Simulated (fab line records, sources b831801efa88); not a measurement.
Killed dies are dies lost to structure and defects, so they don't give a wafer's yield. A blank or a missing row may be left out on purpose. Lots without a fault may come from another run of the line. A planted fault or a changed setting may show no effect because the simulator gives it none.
Which tool did it? | flow gf180mcu | 12 lots, 36 wafers sampled, at 4 steps of a route of 602

WHAT THE GAUGES READ, wafer by wafer
GF_POLY_GATE_THK_MEAS_17. Usual: POLY_GATE_OXIDATION_THK 3.97 nm, standard deviation 0.069.
lot  | measured     | on            | POLY_GATE_OXIDATION_THK (nm) | flag
L768 | day 9 08:52  | film_metro-02 | 4.03 4.10 4.02               |
L771 | day 10 04:09 | film_metro-02 | 3.97 4.07 4.05               |
L772 | day 10 11:46 | film_metro-03 | 3.96 4.02 4.07               |
L774 | day 11 05:32 | film_metro-02 | 4.03 3.97 4.01               |
L775 | day 11 11:14 | film_metro-03 | 3.95 3.95 3.94               |
L776 | day 11 17:02 | film_metro-03 | 3.98 3.91 3.94               |
L784 | day 14 03:05 | film_metro-03 | 4.03 4.19 4.10               |
L787 | day 15 01:50 | film_metro-02 | 3.91 3.90 3.97               |
L788 | day 15 10:24 | film_metro-03 | 3.92 4.01 3.89               |
L789 | day 15 15:24 | film_metro-03 | 3.84 3.85 3.89               |
L790 | day 15 19:13 | film_metro-03 | 3.88 3.98 3.99               |
L791 | day 16 04:04 | film_metro-02 | 3.93 3.97 3.85               |

WHICH TOOL RAN EACH LOT (tool, then ch and the chambers of the sampled wafers, then the start)
lot  | GF_MVPSD_STRIP_10                    | GF_DUAL_GATE_OXIDATION_15     | GF_POLY_GATE_STRIP_14
L768 | plasma_asher-04 ch 0,1, day 5 00:48  | furnace-02 ch 0, day 8 11:26  | plasma_asher-04 ch 0,1, day 9 07:28
L771 | plasma_asher-03 ch 0,1, day 5 18:46  | furnace-02 ch 0, day 9 06:35  | plasma_asher-01 ch 0,1, day 10 02:45
L772 | plasma_asher-03 ch 0,1, day 6 00:19  | furnace-01 ch 0, day 9 13:02  | plasma_asher-01 ch 0,1, day 10 09:31
L774 | plasma_asher-03 ch 0,1, day 6 15:30  | furnace-01 ch 0, day 10 05:31 | plasma_asher-02 ch 0,1, day 11 04:07
L775 | plasma_asher-01 ch 0,1, day 6 21:35  | furnace-01 ch 0, day 10 10:41 | plasma_asher-01 ch 0,1, day 11 09:50
L776 | plasma_asher-04 ch 0,1, day 7 02:22  | furnace-01 ch 0, day 10 18:00 | plasma_asher-02 ch 0,1, day 11 15:37
L784 | plasma_asher-03 ch 0,1, day 9 02:24  | furnace-02 ch 0, day 13 01:38 | plasma_asher-02 ch 0,1, day 14 01:41
L787 | plasma_asher-03 ch 0,1, day 9 20:16  | furnace-02 ch 0, day 13 23:31 | plasma_asher-01 ch 0,1, day 14 23:46
L788 | plasma_asher-03 ch 0,1, day 10 03:05 | furnace-01 ch 0, day 14 08:02 | plasma_asher-04 ch 0,1, day 15 08:37
L789 | plasma_asher-01 ch 0,1, day 10 07:40 | furnace-01 ch 0, day 14 09:57 | plasma_asher-02 ch 0,1, day 15 11:10
L790 | plasma_asher-01 ch 0,1, day 10 10:54 | furnace-01 ch 0, day 14 14:34 | plasma_asher-02 ch 0,1, day 15 16:49
L791 | plasma_asher-01 ch 0,1, day 10 20:33 | furnace-01 ch 0, day 15 01:05 | plasma_asher-01 ch 0,1, day 16 02:40
- GF_MVPSD_STRIP_10: strips in O2/N2.
- GF_DUAL_GATE_OXIDATION_15: stabilise 600 s, purge 300 s, target thk 7.098 nm.
- GF_POLY_GATE_STRIP_14: strips in O2/N2.

WHAT THE TOOLS THEMSELVES READ (means of the sampled wafers that have a number; where no wafer has one, the mark that the record gives instead)
GF_MVPSD_STRIP_10. Usual: drypump_motor_current_A 6.1 A, standard deviation 0.49; heater_power_w 325 W, standard deviation 27; oes_product_au 0.723 a.u., standard deviation 0.0053; strip_time_to_endpoint_s 37.01 s, standard deviation 0.099.
lot  | tool            | drypump_motor_current_A (A) | heater_power_w (W) | oes_product_au (a.u.) | strip_time_to_endpoint_s (s) | flag
L768 | plasma_asher-04 | 6.1                         | 346                | 0.724                 | 37.03                        |
L771 | plasma_asher-03 | 6.4                         | 343                | 0.720                 | 36.99                        |
L772 | plasma_asher-03 | 6.2                         | 324                | 0.724                 | 37.04                        |
L774 | plasma_asher-03 | 6.5                         | 341                | 0.719                 | 37.11                        |
L775 | plasma_asher-01 | 5.7                         | 303                | 0.721                 | 36.95                        |
L776 | plasma_asher-04 | 6.0                         | 336                | 0.714                 | 36.89                        |
L784 | plasma_asher-03 | 6.2                         | 326                | 0.722                 | 37.06                        |
L787 | plasma_asher-03 | 6.5                         | 346                | 0.718                 | 36.83                        |
L788 | plasma_asher-03 | 6.4                         | 337                | 0.720                 | 36.81                        |
L789 | plasma_asher-01 | 5.6                         | 299                | 0.722                 | 36.98                        |
L790 | plasma_asher-01 | 5.7                         | 308                | 0.723                 | 37.07                        |
L791 | plasma_asher-01 | 5.7                         | 307                | 0.723                 | 37.08                        |

GF_DUAL_GATE_OXIDATION_15. Usual: spike_tc_bottom_C 868.0 C, standard deviation 1.6; spike_tc_centre_C 850.5 C, standard deviation 1.1; spike_tc_lower_C 849.3 C, standard deviation 2.3; spike_tc_top_C 863.8 C, standard deviation 0.98; spike_tc_upper_C 850.2 C, standard deviation 0.98; tube_center_temp_C 850.01 C, standard deviation 0.076; tube_center_temp_C_max 852.2, standard deviation 0.34.
lot  | tool       | spike_tc_bottom_C (C) | spike_tc_centre_C (C) | spike_tc_lower_C (C) | spike_tc_top_C (C) | spike_tc_upper_C (C) | tube_center_temp_C (C) | tube_center_temp_C_max | flag
L768 | furnace-02 | 869.4                 | 849.3                 | 846.6                | 863.8              | 850.0                | 850.00                 | 852.5                  |
L771 | furnace-02 | 869.2                 | 850.7                 | 847.7                | 864.1              | 848.6                | 849.93                 | 852.0                  |
L772 | furnace-01 | 866.5                 | 850.2                 | 851.6                | 864.0              | 849.8                | 849.98                 | 852.1                  |
L774 | furnace-01 | 866.5                 | 850.9                 | 852.1                | 862.5              | 850.0                | 849.97                 | 852.1                  |
L775 | furnace-01 | 888.9                 | 871.6                 | 872.6                | 884.9              | 871.8                | 872.17                 | 874.5                  | OFF
L776 | furnace-01 | 888.2                 | 871.7                 | 873.6                | 885.4              | 871.9                | 872.16                 | 874.2                  | OFF
L784 | furnace-02 | 870.0                 | 850.9                 | 847.5                | 865.7              | 850.4                | 849.99                 | 852.3                  |
L787 | furnace-02 | 869.5                 | 851.8                 | 846.6                | 864.7              | 851.0                | 850.05                 | 852.2                  |
L788 | furnace-01 | 867.3                 | 850.3                 | 851.1                | 864.5              | 850.5                | 849.98                 | 852.1                  |
L789 | furnace-01 | 867.1                 | 849.9                 | 850.9                | 863.4              | 850.4                | 850.06                 | 852.0                  |
L790 | furnace-01 | 867.1                 | 850.5                 | 852.4                | 862.7              | 850.6                | 850.08                 | 852.4                  |
L791 | furnace-01 | 866.2                 | 850.1                 | 851.2                | 863.2              | 850.0                | 850.05                 | 852.4                  |

GF_POLY_GATE_STRIP_14. Usual: drypump_motor_current_A 5.8 A, standard deviation 0.53; heater_power_w 327 W, standard deviation 23; oes_product_au 0.505 a.u., standard deviation 0.0045.
lot  | tool            | drypump_motor_current_A (A) | heater_power_w (W) | oes_product_au (a.u.) | flag
L768 | plasma_asher-04 | 6.0                         | 342                | 0.502                 |
L771 | plasma_asher-01 | 5.7                         | 301                | 0.506                 |
L772 | plasma_asher-01 | 5.7                         | 300                | 0.507                 |
L774 | plasma_asher-02 | 6.0                         | 346                | 0.506                 |
L775 | plasma_asher-01 | 5.7                         | 302                | 0.503                 |
L776 | plasma_asher-02 | 6.0                         | 343                | 0.513                 |
L784 | plasma_asher-02 | 5.8                         | 330                | 0.501                 |
L787 | plasma_asher-01 | 5.7                         | 309                | 0.501                 |
L788 | plasma_asher-04 | 6.0                         | 342                | 0.503                 |
L789 | plasma_asher-02 | 5.8                         | 330                | 0.506                 |
L790 | plasma_asher-02 | 5.8                         | 330                | 0.501                 |
L791 | plasma_asher-01 | 5.7                         | 304                | 0.505                 |

THE ANSWER, worked out from the rows above alone
Rule: a lot is off if the mean of its wafers that have a number lies more than 3 standard deviations from the usual mean. A lot without any number at a reading at which 4 lots or more have one is off too. The other lots that the step has rows for count as sound. The gauges are gone through in route order, then the tools' own readings, and for those a lot's mean is taken as printed above. The first step at which some lot is off is used, and at that step the reading that is off furthest; a lot without a number counts as furthest.
Off: L775, L776, at GF_DUAL_GATE_OXIDATION_15 (tube_center_temp_C).
A tool fits if, at that step or a process step before it, it ran every lot that is off, and no sound lot after the first of them. None of those tried fits.

WHAT THE SIMULATOR HAD PUT IN
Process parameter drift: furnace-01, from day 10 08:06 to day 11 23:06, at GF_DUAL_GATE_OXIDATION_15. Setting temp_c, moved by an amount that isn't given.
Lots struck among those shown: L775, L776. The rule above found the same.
